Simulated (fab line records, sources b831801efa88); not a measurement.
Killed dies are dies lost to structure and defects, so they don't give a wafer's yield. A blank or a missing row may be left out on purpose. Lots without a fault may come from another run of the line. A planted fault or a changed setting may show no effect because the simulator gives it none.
fab line records | flow sky130
record lots=6 wafers=18 last_day=50
route steps=708 shown METAL2@495 VIA2@507 METAL3@532 PAD_OPEN@708
lots that met no fault: from a run of the same line without faults
start_h: hours from the record's first day to the start of the lot's first wafer shown | wait_h: hours since the lot's step before | " the same as in the row above | L1.1+2: a row that stands for several wafers | - no value, or no start given | * or withheld: withheld | < > ~ a bound
route shown NAME@n: a module of which the file shows steps, and the number in the route of the first | usual: mean/standard deviation of fault-free wafers | same: alike in all rows | chamber/n: place in a boat | sites: the reading at each site | _std_site: their standard deviation | _edge_site: outer sites' mean less inner sites' | radius_mm: how far each site lies from the wafer's centre | mask NAME#n: copy n | behind: the tool/chamber that last shaped the wafer | hold: why the lot was held/for how many hours/how that ended | device: the transistor (n, p or np) that didn't switch | end of line: the same wafers' tests at the end of the route | a step without rows: its recipe alone | killed: dies lost to structure and defects at the first sort, not the wafer's yield | map: a wafer's dies, x killed, . not, _ none there
set.NAME: the setting as run; set.NAME@STEP: as run at that earlier step | model.NAME: the simulator's own value behind a step, which no gauge read
lots at some steps of the route; a table a step, a row a wafer
services: from which hour (start_h, from the record's first day; less than 0 if before it) a tool's chamber was out of use, for how many hours, and why
## steps
# step SKY_METAL2_EXPOSE_12
# recipe mask_id=MM2 na=0.8 source_shape=annular sigma_inner=0.55 sigma_outer=0.85 target_cd_nm=140 dose_mj=28
# step SKY_METAL2_PEB_13
# recipe peb_temp_c=withheld peb_time_s=withheld resist=KrF-thick
# step SKY_METAL2_DEVELOP_14
# recipe develop_time_s=58.95 resist=KrF-thick dev_temp_c=21
# step SKY_METAL2_CD_MEAS_15
# recipe target_cd_nm=140
# usual cd_nm=140.3/1.5
# columns lot.wafer tool chamber start_h wait_h cd_nm
L959.3 cd_sem-01 - 845.34 - 141.6
L959.4 " - " " 140.7
L959.5 " - " " 139.6
L965.3 cd_sem-02 - 895.22 - 141.3
L965.4 " - " " 141.4
L965.6 " - " " 139.1
L968.1 cd_sem-02 - 904.00 - 143.4
L968.3 " - " " 143.7
L968.4 " - " " 142.3
L977.1 cd_sem-01 - 978.53 - 140.0
L977.3 " - " " 140.4
L977.5 " - " " 140.2
L978.3 cd_sem-01 - 980.77 - 139.1
L978.5 " - " " 139.2
L978.6 " - " " 139.0
L980.1 cd_sem-02 - 987.28 - 142.6
L980.4 " - " " 140.8
L980.6 " - " " 141.5
# step SKY_METAL2_OVL_MEAS_16
# usual METAL2_OVL=4/6.4
# columns lot.wafer tool chamber start_h wait_h METAL2_OVL[nm]
L959.3 overlay-02 - 845.43 0.1 6
L959.4 " - " " 1
L959.5 " - " " -4
L965.3 overlay-02 - 895.31 0.1 3
L965.4 " - " " 4
L965.6 " - " " -1
L968.1 overlay-02 - 904.12 0.1 -2
L968.3 " - " " 3
L968.4 " - " " 2
L977.1 overlay-02 - 978.65 0.1 0
L977.3 " - " " 2
L977.5 " - " " 9
L978.3 overlay-01 - 980.86 0.1 5
L978.5 " - " " 7
L978.6 " - " " 12
L980.1 overlay-02 - 987.40 0.1 -1
L980.4 " - " " -2
L980.6 " - " " 3
# step SKY_METAL2_DESCUM_17
# recipe chemistry=O2 source_power_w=150 bias_power_w=0 pressure_mtorr=10 temp_c=40 time_s=8
# step SKY_METAL2_ETCH_18
# recipe chemistry=N2/H2 target=BARC ion_energy_ev=200 bias_w=100 pressure_mtorr=30 n2_flow_sccm=100 h2_flow_sccm=200 icp_w=500 stop_on=SiO2 time_s=45.9 target_depth_a=600
# step SKY_METAL2_METAL_ETCH_19
# recipe target_depth_a=3600 stop_on=SiO2 over_etch_frac=0.3 time_s=78 chemistry=Cl2/BCl3 resist_sidewall_deg=88 pressure_mtorr=10 icp_w=900 bias_w=48.5 Cl2_flow_sccm=60 bcl3_flow_sccm=30
# step SKY_METAL2_STRIP_20
# recipe chemistry=O2/N2 power_w=1400 pressure_mtorr=1500 platen_temp_c=withheld o2_flow_sccm=3000 n2_flow_sccm=300 overash_fraction=0.5
# step SKY_METAL2_STRIP_21
# recipe chemistry=post_etch_residue_remover time_s=1200 temp_c=72.5
# step SKY_METAL2_CLEAN_22
# recipe chemistry=IPA time_s=180 temp_c=25
# step SKY_METAL2_CLEAN_23
# recipe chemistry=O3/DIW dry=n2_spin
# step SKY_VIA2_HDPCVD_00
# recipe material=SiO2 target_thk_nm=1180 sigma_open_frac=0.3 time_s=196.7 temp_c=400 sih4_flow_sccm=60 pressure_mtorr=6
# columns lot.wafer tool chamber start_h wait_h
L959.3+4+5 hdpcvd-02 1,2,1 846.42 0.0
L965.3+4+6 hdpcvd-02 1,1,2 896.18 0.0
L968.1+3+4 hdpcvd-02 1,0,2 904.93 0.0
L977.1+3+5 hdpcvd-02 0,2,1 979.57 0.0
L978.3+5+6 hdpcvd-01 0,1,2 981.75 0.0
L980.1+4+6 hdpcvd-02 1,0,2 988.21 0.0
# step SKY_VIA2_THK_MEAS_01
# recipe reads=SiO2_of_VIA2_HDPCVD_00
# usual VIA2_HDPCVD_THK=1178/13
# columns lot.wafer tool chamber start_h wait_h VIA2_HDPCVD_THK[nm]
L959.3 film_metro-01 - 846.56 0.1 1166
L959.4 " - " " 1169
L959.5 " - " " 1163
L965.3 film_metro-04 - 896.33 0.1 1170
L965.4 " - " " 1185
L965.6 " - " " 1176
L968.1 film_metro-04 - 905.06 0.1 1164
L968.3 " - " " 1160
L968.4 " - " " 1169
L977.1 film_metro-01 - 979.70 0.1 1186
L977.3 " - " " 1175
L977.5 " - " " 1165
L978.3 film_metro-02 - 981.90 0.1 1181
L978.5 " - " " 1194
L978.6 " - " " 1192
L980.1 film_metro-04 - 988.34 0.1 1160
L980.4 " - " " 1155
L980.6 " - " " 1161
# step SKY_VIA2_CMP_02
# recipe material=SiO2 down_force_psi=4 platen_rpm=60 pad_velocity_m_s=0.94248
# step SKY_VIA2_BOW_MEAS_03
# recipe mode=bow
# usual VIA2_BOW=85/8.1
# columns lot.wafer tool chamber start_h wait_h VIA2_BOW[um]
L959.3 film_metro-01 - 846.94 0.2 88
L959.4 " - " " 94
L959.5 " - " " 97
L965.3 film_metro-02 - 896.71 0.2 86
L965.4 " - " " 76
L965.6 " - " " 81
L968.1 film_metro-01 - 905.42 0.2 89
L968.3 " - " " 83
L968.4 " - " " 92
L977.1 film_metro-04 - 980.06 0.1 87
L977.3 " - " " 78
L977.5 " - " " 87
L978.3 film_metro-01 - 982.31 0.2 80
L978.5 " - " " 79
L978.6 " - " " 76
L980.1 film_metro-01 - 988.70 0.1 100
L980.4 " - " " 105
L980.6 " - " " 97
# step SKY_VIA2_DEHYDRATE_04
# recipe temp_c=200 time_s=60
# step SKY_VIA2_HMDS_05
# recipe prime_time_s=60 prime_temp_c=120
# step SKY_VIA2_COAT_06
# recipe resist=BARC temp_c=withheld time_s=withheld spin_rpm=3000 resist_thk_nm=60
# step SKY_VIA2_COAT_07
# recipe resist=KrF-thick spin_rpm=3000 resist_thk_nm=450
# step SKY_VIA2_SOFTBAKE_08
# recipe temp_c=100 time_s=90 resist=KrF-thick
# step SKY_VIA2_EXPOSE_09
# recipe mask_id=VIM2 na=0.8 source_shape=annular sigma_inner=0.55 sigma_outer=0.85 target_cd_nm=200 dose_mj=38
# step SKY_VIA2_PEB_10
# recipe peb_temp_c=withheld peb_time_s=withheld resist=KrF-thick
# step SKY_VIA2_DEVELOP_11
# recipe develop_time_s=60 resist=KrF-thick dev_temp_c=21
# step SKY_VIA2_CD_MEAS_12
# recipe target_cd_nm=200
# usual cd_nm=200.3/1.2
# columns lot.wafer tool chamber start_h wait_h cd_nm
L959.3 cd_sem-02 - 873.30 - 199.2
L959.4 " - " " 198.7
L959.5 " - " " 199.4
L965.3 cd_sem-02 - 922.24 - 200.5
L965.4 " - " " 201.4
L965.6 " - " " 201.6
L968.1 cd_sem-01 - 931.25 - 199.8
L968.3 " - " " 201.4
L968.4 " - " " 200.9
L977.1 cd_sem-02 - 1002.91 - 200.8
L977.3 " - " " 200.9
L977.5 " - " " 199.7
L978.3 cd_sem-01 - 1006.42 - 201.5
L978.5 " - " " 201.8
L978.6 " - " " 201.4
L980.1 cd_sem-01 - 1012.28 - 200.4
L980.4 " - " " 199.8
L980.6 " - " " 200.2
# step SKY_VIA2_OVL_MEAS_13
# usual VIA2_OVL=0/5.7
# columns lot.wafer tool chamber start_h wait_h VIA2_OVL[nm]
L959.3 overlay-01 - 873.39 0.1 -7
L959.4 " - " " -6
L959.5 " - " " -10
L965.3 overlay-01 - 922.33 0.1 5
L965.4 " - " " -3
L965.6 " - " " 1
L968.1 overlay-01 - 931.37 0.1 3
L968.3 " - " " 0
L968.4 " - " " 3
L977.1 overlay-02 - 1003.03 0.1 -2
L977.3 " - " " -2
L977.5 " - " " 2
L978.3 overlay-02 - 1006.51 0.1 -1
L978.5 " - " " 3
L978.6 " - " " 2
L980.1 overlay-02 - 1012.40 0.1 8
L980.4 " - " " 9
L980.6 " - " " 4
# step SKY_VIA2_ETCH_14
# recipe chemistry=N2/H2 target=BARC ion_energy_ev=200 source_w=500 bias_w=100 pressure_mtorr=30 n2_flow_sccm=100 h2_flow_sccm=200 stop_on=SiO2 time_s=45.9 target_depth_a=600
# step SKY_VIA2_ETCH_15
# recipe target=SiO2 chemistry=C4F8/O2/Ar target_depth_nm=546 stop_on=TiN mask_material=KrF-thick source_w=1500 bias_w=1200 pressure_mtorr=40 c4f8_flow_sccm=withheld O2_flow_sccm=6 Ar_flow_sccm=300 time_s=84
# usual oes_product_au=0.940/0.0047
# columns lot.wafer tool chamber start_h wait_h oes_product_au rf_hours_counter_h
L959.3 rie_diel-02 1 873.46 0.0 0.948 21
L959.4 " 3 " " 0.936 19
L959.5 " 0 " " 0.942 -
L965.3 rie_diel-01 3 922.40 0.0 0.939 12
L965.4 " 0 " " 0.942 14
L965.6 " 2 " " 0.940 -
L968.1 rie_diel-01 1 931.45 0.0 0.935 10
L968.3 " 2 " " 0.934 7
L968.4 " 2 " " 0.945 -
L977.1 rie_diel-01 1 1003.11 0.0 0.944 12
L977.3 " 2 " " 0.946 9
L977.5 " 1 " " 0.938 -
L978.3 rie_diel-01 0 1006.58 0.0 0.947 16
L978.5 " 1 " " 0.936 -
L978.6 " 0 " " 0.939 -
L980.1 rie_diel-02 1 1012.48 0.0 0.933 25
L980.4 " 2 " " 0.944 19
L980.6 " 3 " " 0.934 -
# step SKY_VIA2_STRIP_16
# recipe chemistry=O2/N2 power_w=1400 pressure_mtorr=1500 platen_temp_c=withheld o2_flow_sccm=3000 n2_flow_sccm=300 overash_fraction=0.5
# step SKY_VIA2_STRIP_17
# recipe chemistry=post_etch_residue_remover time_s=1200 temp_c=72.5
# step SKY_VIA2_CLEAN_18
# recipe chemistry=IPA time_s=180 temp_c=25
# step SKY_VIA2_CLEAN_19
# recipe chemistry=O3/DIW dry=n2_spin
# step SKY_VIA2_SPUTTER_20
# recipe material=TiN target_thk_nm=20 chamber_pressure_pa=5 power_w=4000 time_s=80
# step SKY_VIA2_CVD_21
# recipe material=W target_thk_nm=420 time_s=126.4 temp_c=400 pressure_torr=40
# step SKY_VIA2_RS_MEAS_22
# recipe thk_meas_gauge=four-point-probe reads=W_of_VIA2_CVD_21+TiN_of_VIA2_SPUTTER_20
# usual VIA2_W_RS=0.270/0.0033
# columns lot.wafer tool chamber start_h wait_h VIA2_W_RS[ohm/sq]
L959.3 film_metro-01 - 874.48 0.2 0.273
L959.4 " - " " 0.272
L959.5 " - " " 0.275
L965.3 film_metro-01 - 923.33 0.1 0.267
L965.4 " - " " 0.270
L965.6 " - " " 0.269
L968.1 film_metro-04 - 932.29 0.1 0.270
L968.3 " - " " 0.268
L968.4 " - " " 0.269
L977.1 film_metro-02 - 1004.00 0.1 0.266
L977.3 " - " " 0.268
L977.5 " - " " 0.267
L978.3 film_metro-01 - 1007.64 0.2 0.267
L978.5 " - " " 0.273
L978.6 " - " " 0.273
L980.1 film_metro-04 - 1013.46 0.2 0.269
L980.4 " - " " 0.275
L980.6 " - " " 0.272
# step SKY_VIA2_THK_MEAS_23
# recipe thk_meas_gauge=xrf reads=W_of_VIA2_CVD_21
# usual VIA2_W_THK=410/5.1
# columns lot.wafer tool chamber start_h wait_h VIA2_W_THK[nm]
L959.3 film_metro-01 - 874.58 0.1 401
L959.4 " - " " 405
L959.5 " - " " 400
L965.3 film_metro-01 - 923.43 0.1 412
L965.4 " - " " 408
L965.6 " - " " 409
L968.1 film_metro-04 - 932.41 0.1 410
L968.3 " - " " 413
L968.4 " - " " 411
L977.1 film_metro-02 - 1004.12 0.1 411
L977.3 " - " " 412
L977.5 " - " " 409
L978.3 film_metro-01 - 1007.74 0.1 409
L978.5 " - " " 398
L978.6 " - " " 402
L980.1 film_metro-04 - 1013.58 0.1 415
L980.4 " - " " 410
L980.6 " - " " 411
# step SKY_VIA2_CMP_24
# recipe stop_on=SiO2 t_overpolish_s=20 down_force_psi=3.5 platen_rpm=60 target_thk_nm=0 pad_velocity_m_s=0.94248
# usual motor_current_A=10.7/1.6 overpolish_run_s=20.000/0.0094 slurry_filter_dp_kPa=13.50/0.13 time_to_endpoint_s=103/4.2
# same t_overpolish_s=20
# columns lot.wafer tool chamber start_h wait_h motor_current_A overpolish_run_s slurry_filter_dp_kPa time_to_endpoint_s
L959.3 cmp-02 0 874.62 0.0 13.0 20.014 13.63 100
L959.4 " 1 " " 13.3 20.007 13.58 98
L959.5 " 1 " " 13.7 19.998 13.46 100
L965.4 cmp-01 3 923.47 0.0 8.8 19.993 13.67 112
L965.3 " 0 " " 10.6 19.983 13.65 113
L965.6 " 3 " " 9.4 19.996 13.48 111
L968.1 cmp-01 1 932.47 0.1 10.5 19.992 13.64 105
L968.4 " 2 " " 8.8 19.997 13.69 106
L968.3 " 3 " " 9.2 20.005 13.41 105
L977.1 cmp-02 3 1004.18 0.1 9.3 20.001 13.54 104
L977.3 " 1 " " 14.1 19.996 13.54 102
L977.5 " 0 " " 12.2 19.987 13.36 99
L978.3 cmp-02 0 1007.83 0.1 12.3 19.986 13.69 99
L978.5 " 3 " " 9.5 20.007 13.48 104
L978.6 " 0 " " 12.7 20.005 13.49 101
L980.1 cmp-01 2 1013.75 0.2 8.9 19.994 13.55 102
L980.4 " 3 " " 9.1 20.015 13.42 97
L980.6 " 0 " " 11.9 19.978 13.74 103
# step SKY_METAL3_SPUTTER_00
# recipe material=Ti target_thk_nm=15 power_w=3000 time_s=10 chamber_pressure_pa=0.4
# usual throttle_valve_pct=30.0/1.4
# columns lot.wafer tool chamber start_h wait_h throttle_valve_pct
L959.3 pvd_sputter-02 - 874.92 0.2 29.8
L959.4 " - " " 29.8
L959.5 " - " " 29.1
L965.3 pvd_sputter-03 - 923.77 0.2 30.1
L965.4 " - " " 27.4
L965.6 " - " " 27.1
L968.1 pvd_sputter-03 - 932.77 0.2 30.2
L968.3 " - " " 27.3
L968.4 " - " " 29.5
L977.1 pvd_sputter-04 - 1004.48 0.2 30.4
L977.3 " - " " 31.1
L977.5 " - " " 32.2
L978.3 pvd_sputter-03 - 1008.08 0.2 31.8
L978.5 " - " " 31.9
L978.6 " - " " 29.4
L980.1 pvd_sputter-02 - 1013.96 0.2 29.1
L980.4 " - " " 29.9
L980.6 " - " " 29.4
# step SKY_METAL3_SPUTTER_01
# recipe material=TiN target_thk_nm=20 power_w=6500 time_s=16.7 chamber_pressure_pa=0.4
# step SKY_METAL3_SPUTTER_02
# recipe material=AlCu target_thk_nm=735 power_w=10600 time_s=39.1 chamber_pressure_pa=0.4
# step SKY_METAL3_SPUTTER_03
# recipe material=Ti target_thk_nm=5 power_w=3000 time_s=3.3 chamber_pressure_pa=0.4
# usual throttle_valve_pct=30.0/1.5
# columns lot.wafer tool chamber start_h wait_h throttle_valve_pct
L959.3 pvd_sputter-02 - 875.01 0.0 29.8
L959.4 " - " " 29.9
L959.5 " - " " 29.4
L965.3 pvd_sputter-03 - 923.86 0.0 30.3
L965.4 " - " " 27.0
L965.6 " - " " 27.0
L968.1 pvd_sputter-03 - 932.86 0.0 30.1
L968.3 " - " " 27.1
L968.4 " - " " 29.7
L977.1 pvd_sputter-04 - 1004.57 0.0 30.4
L977.3 " - " " 31.3
L977.5 " - " " 32.4
L978.3 pvd_sputter-03 - 1008.17 0.0 31.8
L978.5 " - " " 31.5
L978.6 " - " " 29.6
L980.1 pvd_sputter-02 - 1014.05 0.0 29.5
L980.4 " - " " 30.1
L980.6 " - " " 29.3
# step SKY_METAL3_SPUTTER_04
# recipe material=TiN target_thk_nm=70 power_w=6500 time_s=58.3 chamber_pressure_pa=0.4
# usual throttle_valve_pct=30.0/1.4
# columns lot.wafer tool chamber start_h wait_h throttle_valve_pct
L959.3 pvd_sputter-02 - 875.03 0.0 29.8
L959.4 " - " " 30.0
L959.5 " - " " 29.5
L965.3 pvd_sputter-03 - 923.87 0.0 30.0
L965.4 " - " " 27.1
L965.6 " - " " 27.1
L968.1 pvd_sputter-03 - 932.88 0.0 30.3
L968.3 " - " " 27.3
L968.4 " - " " 29.6
L977.1 pvd_sputter-04 - 1004.58 0.0 30.4
L977.3 " - " " 31.1
L977.5 " - " " 32.4
L978.3 pvd_sputter-03 - 1008.19 0.0 31.8
L978.5 " - " " 31.7
L978.6 " - " " 29.7
L980.1 pvd_sputter-02 - 1014.07 0.0 29.4
L980.4 " - " " 29.7
L980.6 " - " " 29.4
# step SKY_PAD_OPEN_PROBE_99
# usual defect_limited_yield=82.4/1.8 killed_at_M0_to_M3=44/6.3 killed_at_M4_up=3.1/1.8 killed_at_contacts=25/5.1 killed_at_front_end=15/4.1 killed_at_other=0.3/0.71 killed_dies=87/8.8 killed_on_rim=17/3.7 killed_open=47/6.8 killed_short=40/6.7 sort_bin_3_pad_short=0.9/0.39 sort_bin_5_function=10.4/1.5 sort_bin_6_memory=6.4/1.1 sort_n_pass=405/8.8 sort_yield_pct=82.4/1.8
# same gross_dies=492 killed_at_back_side=0 sort_bin_4_leakage[%]=0 sort_bin_8_speed[%]=0
# columns lot.wafer tool chamber start_h wait_h defect_limited_yield[%] killed_at_M0_to_M3 killed_at_M4_up killed_at_contacts killed_at_front_end killed_at_other killed_dies killed_on_rim killed_open killed_short sort_bin_3_pad_short[%] sort_bin_5_function[%] sort_bin_6_memory[%] sort_n_pass sort_yield_pct[%] model.etest.tester.sort_n_pass model.etest.tester.sort_yield_pct model.etest.tester.sort_bin_5_pct model.etest.tester.sort_bin_3_pct
L959.3 prober-01 - 1097.13 0.2 76.4 54 4 40 18 0 116 16 65 51 1.8 13.6 8.1 376 76.4 376 76.42 13.62 1.829
L959.4 prober-01 - 1097.18 0.2 80.7 52 1 25 17 0 95 19 55 40 0.4 9.8 9.1 397 80.7 397 80.69 9.756 0.4065
L959.5 prober-01 - 1097.23 0.2 83.9 33 5 29 12 0 79 16 51 28 0.4 10.2 5.5 413 83.9 413 83.94 10.16 0.4065
L965.3 prober-01 - 1136.75 0.2 73.8 86 3 19 21 0 129 23 35 43 3.0 16.7 6.5 363 73.8 363 73.78 16.67 3.049
L965.4 prober-01 - 1136.80 0.2 65.0 100 4 24 15 29 172 42 39 49 5.9 21.1 7.9 320 65.0 320 65.04 21.14 5.894
L965.6 prober-01 - 1136.90 0.2 79.3 49 8 30 15 0 102 18 53 49 0.8 12.0 7.9 390 79.3 390 79.27 11.99 0.813
L968.1 prober-01 - 1143.59 0.1 75.2 84 2 24 12 0 122 27 49 27 3.7 13.0 8.1 370 75.2 370 75.2 13.01 3.659
L968.3 prober-01 - 1143.69 0.2 82.9 36 2 30 16 0 84 18 43 41 0.2 10.8 6.1 408 82.9 408 82.93 10.77 0.2033
L968.4 prober-01 - 1143.74 0.2 85.0 42 4 16 12 0 74 16 45 29 0.2 8.5 6.3 418 85.0 418 84.96 8.537 0.2033
L977.1 prober-02 - 1194.44 0.1 82.9 41 2 26 14 1 84 9 47 37 0.6 8.9 7.5 408 82.9 408 82.93 8.943 0.6098
L977.3 prober-02 - 1194.54 0.2 82.5 41 2 29 14 0 86 18 52 34 0.8 11.8 4.9 406 82.5 406 82.52 11.79 0.813
L977.5 prober-02 - 1194.64 0.2 81.9 47 6 20 15 1 89 17 48 38 1.0 12.0 5.1 403 81.9 403 81.91 11.99 1.016
L978.3 prober-01 - 1197.61 0.2 82.7 39 2 25 19 0 85 14 54 31 0.8 11.2 5.3 407 82.7 407 82.72 11.18 0.813
L978.5 prober-01 - 1197.71 0.2 81.3 45 4 25 15 3 92 18 48 42 1.4 11.0 6.3 400 81.3 400 81.3 10.98 1.423
L978.6 prober-01 - 1197.76 0.2 80.7 38 1 32 24 0 95 23 49 46 1.6 8.7 8.9 397 80.7 397 80.69 8.74 1.626
L980.1 prober-01 - 1202.74 0.1 83.7 46 4 17 13 0 80 16 43 37 1.2 9.6 5.5 412 83.7 412 83.74 9.553 1.22
L980.4 prober-01 - 1202.89 0.2 83.7 40 5 25 10 0 80 12 41 39 0.6 10.6 5.1 412 83.7 412 83.74 10.57 0.6098
L980.6 prober-01 - 1202.99 0.2 82.9 49 4 16 15 0 84 15 47 37 1.0 10.0 6.1 408 82.9 408 82.93 9.959 1.016
# killed by level:class
L959.3 CONTACT:geometric_particle:open=16 VIA1:geometric_particle:open=14 LI_CONTACT:geometric_particle:open=10 VIA2:geometric_particle:open=10 METAL1:geometric_particle:short=8 CONTACT:geometric_particle:short=7 VIA3:geometric_particle:open=7 LI_CONTACT:geometric_particle:short=5
L959.4 VIA3:geometric_particle:open=11 CONTACT:geometric_particle:open=11 VIA1:geometric_particle:open=9 VIA2:geometric_particle:open=8 FIELD_ISO:geometric_particle:open=6 FIELD_ISO:geometric_particle:short=6 LI_CONTACT:geometric_particle:short=5 VIA2:geometric_particle:short=5
L959.5 CONTACT:geometric_particle:open=12 VIA2:geometric_particle:open=11 LI_CONTACT:geometric_particle:open=8 VIA1:geometric_particle:open=6 METAL4:geometric_particle:short=5 POLY_GATE:geometric_particle:short=4 CONTACT:geometric_particle:short=4 VIA3:geometric_particle:open=4
L965.3 VIA2:unspecified=51 POLY_GATE:geometric_particle:short=8 VIA2:geometric_particle:open=8 METAL1:geometric_particle:short=7 LOCAL_INTERCONNECT:geometric_particle:short=5 FIELD_ISO:geometric_particle:open=4 CONTACT:geometric_particle:open=4 LI_CONTACT:geometric_particle:open=4
L965.4 VIA2:unspecified=55 PAD_OPEN:area_etch=29 VIA1:geometric_particle:open=8 LI_CONTACT:geometric_particle:short=6 CONTACT:geometric_particle:short=6 VIA2:geometric_particle:short=6 VIA3:geometric_particle:open=6 FIELD_ISO:geometric_particle:open=5
L965.6 CONTACT:geometric_particle:open=13 METAL2:geometric_particle:short=9 VIA1:geometric_particle:open=8 VIA2:geometric_particle:open=7 POLY_GATE:geometric_particle:open=6 LI_CONTACT:geometric_particle:open=6 CONTACT:geometric_particle:short=5 LOCAL_INTERCONNECT:geometric_particle:short=5
L968.1 VIA2:unspecified=46 LI_CONTACT:geometric_particle:open=11 VIA2:geometric_particle:open=10 FIELD_ISO:geometric_particle:open=7 CONTACT:geometric_particle:open=6 VIA1:geometric_particle:open=6 VIA2:geometric_particle:short=5 VIA3:geometric_particle:open=5
L968.3 LI_CONTACT:geometric_particle:open=11 CONTACT:geometric_particle:open=10 VIA1:geometric_particle:open=7 METAL2:geometric_particle:short=7 LOCAL_INTERCONNECT:geometric_particle:short=6 FIELD_ISO:geometric_particle:open=5 METAL1:geometric_particle:short=5 VIA1:geometric_particle:short=5
L968.4 VIA1:geometric_particle:open=12 CONTACT:geometric_particle:open=6 VIA3:geometric_particle:open=6 VIA2:geometric_particle:short=5 FIELD_ISO:geometric_particle:open=4 METAL4:geometric_particle:short=4 METAL1:geometric_particle:short=4 METAL2:geometric_particle:open=4
L977.1 VIA1:geometric_particle:open=16 CONTACT:geometric_particle:open=15 VIA1:geometric_particle:short=6 FIELD_ISO:geometric_particle:short=5 POLY_GATE:geometric_particle:short=5 LOCAL_INTERCONNECT:geometric_particle:short=5 METAL2:geometric_particle:short=5 VIA3:geometric_particle:open=4
L977.3 LI_CONTACT:geometric_particle:open=11 CONTACT:geometric_particle:open=10 VIA1:geometric_particle:open=10 METAL1:geometric_particle:short=8 VIA2:geometric_particle:open=8 FIELD_ISO:geometric_particle:short=5 VIA1:geometric_particle:short=5 POLY_GATE:geometric_particle:open=4
L977.5 VIA1:geometric_particle:open=14 LI_CONTACT:geometric_particle:open=8 CONTACT:geometric_particle:open=7 METAL1:geometric_particle:short=7 VIA2:geometric_particle:open=5 VIA2:geometric_particle:short=5 VIA3:geometric_particle:open=5 FIELD_ISO:geometric_particle:open=4
L978.3 VIA1:geometric_particle:open=13 LI_CONTACT:geometric_particle:open=8 CONTACT:geometric_particle:short=6 VIA2:geometric_particle:open=6 VIA3:geometric_particle:open=6 FIELD_ISO:geometric_particle:short=5 CONTACT:geometric_particle:open=5 FIELD_ISO:geometric_particle:open=4
L978.5 VIA1:geometric_particle:open=15 CONTACT:geometric_particle:open=9 VIA2:geometric_particle:open=9 METAL1:geometric_particle:short=6 CONTACT:geometric_particle:short=6 FIELD_ISO:geometric_particle:open=5 LOCAL_INTERCONNECT:geometric_particle:short=5 POLY_GATE:geometric_particle:short=4
L978.6 LOCAL_INTERCONNECT:geometric_particle:short=13 VIA1:geometric_particle:open=11 FIELD_ISO:geometric_particle:short=7 POLY_GATE:geometric_particle:open=6 LI_CONTACT:geometric_particle:open=6 CONTACT:geometric_particle:open=6 FIELD_ISO:geometric_particle:open=5 CONTACT:geometric_particle:short=5
L980.1 VIA1:geometric_particle:open=10 CONTACT:geometric_particle:open=7 VIA3:geometric_particle:open=6 METAL1:geometric_particle:short=5 FIELD_ISO:geometric_particle:open=4 LI_CONTACT:geometric_particle:open=4 METAL2:geometric_particle:short=4 LOCAL_INTERCONNECT:geometric_particle:short=4
L980.4 VIA1:geometric_particle:open=10 CONTACT:geometric_particle:open=8 LI_CONTACT:geometric_particle:open=6 METAL3:geometric_particle:short=6 METAL1:geometric_particle:short=5 LOCAL_INTERCONNECT:geometric_particle:short=5 METAL4:geometric_particle:short=5 FIELD_ISO:geometric_particle:open=4
L980.6 VIA1:geometric_particle:open=14 VIA1:geometric_particle:short=8 VIA3:geometric_particle:open=8 METAL1:geometric_particle:short=7 POLY_GATE:geometric_particle:open=6 CONTACT:geometric_particle:open=5 VIA2:geometric_particle:open=4 POLY_GATE:geometric_particle:short=4
# map L965.4 (x killed, . not)
__________......xx.._________
________..x..........._______
______..x.............x._____
_____..x.......xx.x.x.x..____
____xx.x...x...xx....xx..x___
___x.xx....................__
__....x.x.x...x.....x....xx._
_...x......x.xxx....x..x...x.
_xx........x........xx..x....
_xx.x.......x.....x.....x...x
_xxx..x.x............x.x.....
_..xxx.....x...x........x....
_.xx..........xx...xxx...xxx.
_.x.........x......x........x
_xx....xx.x....xx.x.x.......x
__x..x.x..x......xxxxx.x...x_
___x.x...xx....xxxxx.xxx...__
____.x.x..xx..xxxxxxxx.x.x___
_____...x..xxxxxxxxxxxxx.____
______...x...xxxxxxxxxxx_____
________xx..xxxxxxxxxx_______
__________xx.xxxxxxx_________
# map L968.1 (x killed, . not)
__________...x......_________
________.x.....x..xx.._______
______.....x..x..x.....x_____
_____..x...x....x.x......____
____.....x...x............___
___x.....x.............x...__
__.x.x........x....x..x....._
_........x.....x..x.x.....x.x
_...x..x.x..x..........x.x.x.
_...x.x..x....x.....x........
_.x......x.............x..xx.
_....x....x..x..x.........x..
_x...........................
_...........x..x.x...........
_x.....x........x.........x..
__.x......x................._
___....x.......x.xxx.x...x.__
____....x....xxxxxxxxxxxxx___
_____.x.x...xxxxxxxxxxxx.____
______....x..xxxxxxxxxx._____
________x.....xxxxxxxx_______
__________....xxxxxx_________
## services
# columns tool chamber start_h hours kind
hdpcvd-01 - 841.93 6.0 pm
rie_diel-01 0 843.58 3.4 repair
rie_diel-01 1 853.21 4.7 repair
cmp-01 - 855.89 5.8 pm
pvd_sputter-02 - 872.50 2.2 repair
cmp-01 - 881.53 0.9 repair
hdpcvd-01 - 895.50 2.8 pm
rie_diel-02 1 899.49 6.3 repair
rie_diel-01 1 905.83 6.2 repair
pvd_sputter-03 - 910.80 4.8 repair
pvd_sputter-02 - 911.97 3.1 repair
cmp-01 - 912.11 4.0 pm
pvd_sputter-02 - 924.66 0.9 repair
rie_diel-01 3 928.80 8.2 repair
pvd_sputter-03 1 946.64 - consumable_replace:kit
pvd_sputter-03 1 946.64 18.0 scheduled_down
pvd_sputter-03 1 946.64 18.0 vent_cycle
hdpcvd-02 - 950.25 15.0 pm
cmp-01 - 960.70 1.1 repair
rie_diel-02 0 978.90 4.9 repair
hdpcvd-01 2 994.18 8.9 repair
pvd_sputter-02 0 1000.23 - consumable_replace:kit
pvd_sputter-04 - 1009.33 5.6 repair
rie_diel-01 1 1009.39 1.5 repair
## key
first_sign step=SKY_PAD_OPEN_PROBE_99 reading=sort_bin_3_pad_short direction=up sigmas=8.7 usual=0.9 struck=4.2
effect step=SKY_PAD_OPEN_PROBE_99 reading=killed_at_M0_to_M3 direction=up sigmas=7.4 usual=44 struck=90
model_effect step=SKY_PAD_OPEN_PROBE_99 value=etest.tester.sort_n_pass without=393.3 struck=351
met_at SKY_VIA2_HDPCVD_00
struck_wafers L965.3,L965.4,L968.1
baseline_loss step=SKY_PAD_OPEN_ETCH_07 wafers=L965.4
onset_between 846.42 896.18
fault kind=chamber_particle_source tool=hdpcvd-02 chamber=1 onset_h=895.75 steps=SKY_VIA2_HDPCVD_00 rate_per_visit_cm2=1.4853 end_h=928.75
# baseline_loss: these wafers lose ten dies or more at that step, a loss of the line's own and not of a fault; the sort's usual values leave them out
